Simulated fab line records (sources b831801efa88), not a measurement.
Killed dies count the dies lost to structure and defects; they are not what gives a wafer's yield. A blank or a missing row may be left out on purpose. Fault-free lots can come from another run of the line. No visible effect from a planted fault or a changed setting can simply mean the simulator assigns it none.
Which tool did it? | flow sky130 | 9 lots, 26 wafers sampled, at 5 steps of a route of 708

== WHAT THE GAUGES SHOWED, per wafer ==
SKY_VIA3_CD_MEAS_12 targets a cd of 200 nm. Usual: cd_nm reads 199.9 nm (standard deviation 1.5).
lot  | measured     | on        | cd_nm (nm)        | flag
L301 | day 39 22:50 | cd_sem-01 | 199.5 199.9 199.0 |
L302 | day 40 05:30 | cd_sem-01 | 200.1 199.9 200.2 |
L303 | day 40 13:40 | cd_sem-01 | 199.5 199.5 199.0 |
L304 | day 41 05:37 | cd_sem-01 | 199.0 200.7 200.0 |
L306 | day 42 08:31 | cd_sem-01 | 198.9 199.7 197.3 |
L308 | day 42 10:56 | cd_sem-01 | 202.0 200.4 200.3 |
L309 | day 42 17:41 | cd_sem-01 | 201.1 200.2 202.2 |
L311 | day 43 09:20 | cd_sem-02 | 198.0 199.7 198.5 |
L320 | day 45 16:57 | cd_sem-02 | 198.5 198.9       |

SKY_VIA4_RS_MEAS_19: the measuring method here is four-point-probe. Usual: VIA4_W_RS gives 0.226 ohm/sq (standard deviation 0.0031).
lot  | measured     | on            | VIA4_W_RS (ohm/sq)      | flag
L301 | day 43 03:56 | film_metro-03 | 0.227 0.227 0.229       |
L302 | day 43 10:42 | film_metro-01 | 0.227 0.225 0.226       |
L303 | day 43 16:17 | film_metro-03 | 0.221 0.219 0.226       |
L304 | day 44 06:43 | film_metro-04 | 0.227 0.228 0.229       |
L306 | day 45 08:20 | film_metro-04 | 0.219 0.223 0.220       |
L308 | day 45 10:45 | film_metro-03 | 0.227 0.226 0.225       |
L309 | day 45 17:39 | film_metro-03 | 0.222 0.225 0.226       |
L311 | day 46 05:52 | film_metro-03 | 0.222 0.223 0.219       |
L320 | day 48 10:43 | film_metro-03 | 0.222 0.166 0.223 0.166 | OFF

SKY_VIA4_THK_MEAS_20: measures by xrf. Usual: VIA4_W_THK gives 514 nm (standard deviation 9.9).
lot  | measured     | on            | VIA4_W_THK (nm) | flag
L301 | day 43 04:01 | film_metro-03 | 513 513 512     |
L302 | day 43 10:47 | film_metro-01 | 508 512 513     |
L303 | day 43 16:23 | film_metro-03 | 539 534 517     |
L304 | day 44 06:50 | film_metro-04 | 503 502 500     |
L306 | day 45 08:28 | film_metro-04 | 524 514 523     |
L308 | day 45 10:52 | film_metro-03 | 519 519 520     |
L309 | day 45 17:46 | film_metro-03 | 523 520 518     |
L311 | day 46 05:59 | film_metro-03 | 532 527 540     |
L320 | day 48 21:48 | film_metro-03 | 525 719 524 711 | OFF

== WHICH TOOL RAN EACH LOT (tool, then ch and the chambers of the sampled wafers, then the start) ==
lot  | SKY_METAL4_ETCH_16                | SKY_VIA4_CVD_18
L301 | rie_metal-04 ch 0,1, day 42 01:56 | cvd_w-01 ch 0,1, day 43 03:46
L302 | rie_metal-01 ch 0,1, day 42 09:59 | cvd_w-01 ch 0,1, day 43 10:32
L303 | rie_metal-03 ch 0,1, day 42 15:47 | cvd_w-02 ch 0,1, day 43 16:09
L304 | rie_metal-03 ch 0,1, day 43 06:19 | cvd_w-01 ch 0,1, day 44 06:34
L306 | rie_metal-04 ch 0,1, day 44 08:10 | cvd_w-02 ch 0,1, day 45 08:11
L308 | rie_metal-03 ch 0,1, day 44 10:24 | cvd_w-01 ch 0, day 45 10:34
L309 | rie_metal-01 ch 0,1, day 44 17:40 | cvd_w-02 ch 0,1, day 45 17:29
L311 | rie_metal-01 ch 0,1, day 45 06:49 | cvd_w-02 ch 0,1, day 46 05:41
L320 | rie_metal-01 ch 0, day 47 12:44   | cvd_w-02 ch 0,1, day 48 10:35
- SKY_METAL4_ETCH_16: etches BARC in N2/H2, stops on SiO2, time 88.2 s, target depth 60 nm.
- SKY_VIA4_CVD_18: deposits W, target thk 505 nm, time 152.14 s.

== WHAT THE TOOLS THEMSELVES READ (means of the sampled wafers that have a number; where no wafer has one, the mark that the record gives instead) ==
SKY_METAL4_ETCH_16. Usual: drypump_motor_current_A 5.6 A, standard deviation 0.56; he_backside_leak_sccm 3.5 sccm, standard deviation 0.4; oes_product_au 0.626 a.u., standard deviation 0.0048; rf_fwd_power_W 497.1 W, standard deviation 1.6; throttle_valve_pct 13.206 %, standard deviation 0.0092.
lot  | tool         | drypump_motor_current_A (A) | he_backside_leak_sccm (sccm) | oes_product_au (a.u.) | rf_fwd_power_W (W) | throttle_valve_pct (%) | flag
L301 | rie_metal-04 | 6.0                         | 4.3                          | 0.621                 | 497.1              | 13.202                 |
L302 | rie_metal-01 | 5.5                         | 3.4                          | 0.624                 | 496.7              | 13.204                 |
L303 | rie_metal-03 | 5.6                         | 3.6                          | 0.624                 | 497.4              | 13.214                 |
L304 | rie_metal-03 | 5.7                         | 3.6                          | 0.630                 | 497.0              | 13.212                 |
L306 | rie_metal-04 | 5.5                         | 3.3                          | 0.621                 | 495.9              | 13.209                 |
L308 | rie_metal-03 | 5.6                         | 3.5                          | 0.626                 | 497.4              | 13.199                 |
L309 | rie_metal-01 | 5.3                         | 3.5                          | 0.622                 | 494.9              | 13.208                 |
L311 | rie_metal-01 | 5.3                         | 3.6                          | 0.620                 | 498.4              | 13.200                 |
L320 | rie_metal-01 | 5.8                         | 3.4                          | 0.623                 | 498.0              | 13.200                 |

SKY_VIA4_CVD_18. Usual: heater_power_w reads 901 W (standard deviation 41).
lot  | tool     | heater_power_w (W) | flag
L301 | cvd_w-01 | 870                |
L302 | cvd_w-01 | 882                |
L303 | cvd_w-02 | 954                |
L304 | cvd_w-01 | 850                |
L306 | cvd_w-02 | 937                |
L308 | cvd_w-01 | 899                |
L309 | cvd_w-02 | 922                |
L311 | cvd_w-02 | 929                |
L320 | cvd_w-02 | 937                |

== THE ANSWER, worked out from the rows above alone ==
Rule: lot off if the mean of its wafers having a number is beyond 3 standard deviations from the usual mean. A lot without any number at a reading at which 4 lots or more have one is off too. All remaining lots with rows at the step are treated as sound. Order of review: gauges by route order, followed by the tools' own readings, for which a lot's mean as printed above is used. The first step at which some lot is off is used, and at that step the reading that is off furthest; a lot without a number counts as furthest.
Off: L320, at SKY_VIA4_RS_MEAS_19 (VIA4_W_RS).
A tool fits if, at a process step before that reading, it ran every lot that is off, and no sound lot after the first of them. Those tools and the gauges at SKY_VIA4_RS_MEAS_19 are tried in the same way. Can't be told from this: 3 tools fit, rie_metal-01 at SKY_METAL4_ETCH_16, cvd_w-02 at SKY_VIA4_CVD_18, film_metro-03 at SKY_VIA4_RS_MEAS_19.

== WHAT THE SIMULATOR HAD PUT IN ==
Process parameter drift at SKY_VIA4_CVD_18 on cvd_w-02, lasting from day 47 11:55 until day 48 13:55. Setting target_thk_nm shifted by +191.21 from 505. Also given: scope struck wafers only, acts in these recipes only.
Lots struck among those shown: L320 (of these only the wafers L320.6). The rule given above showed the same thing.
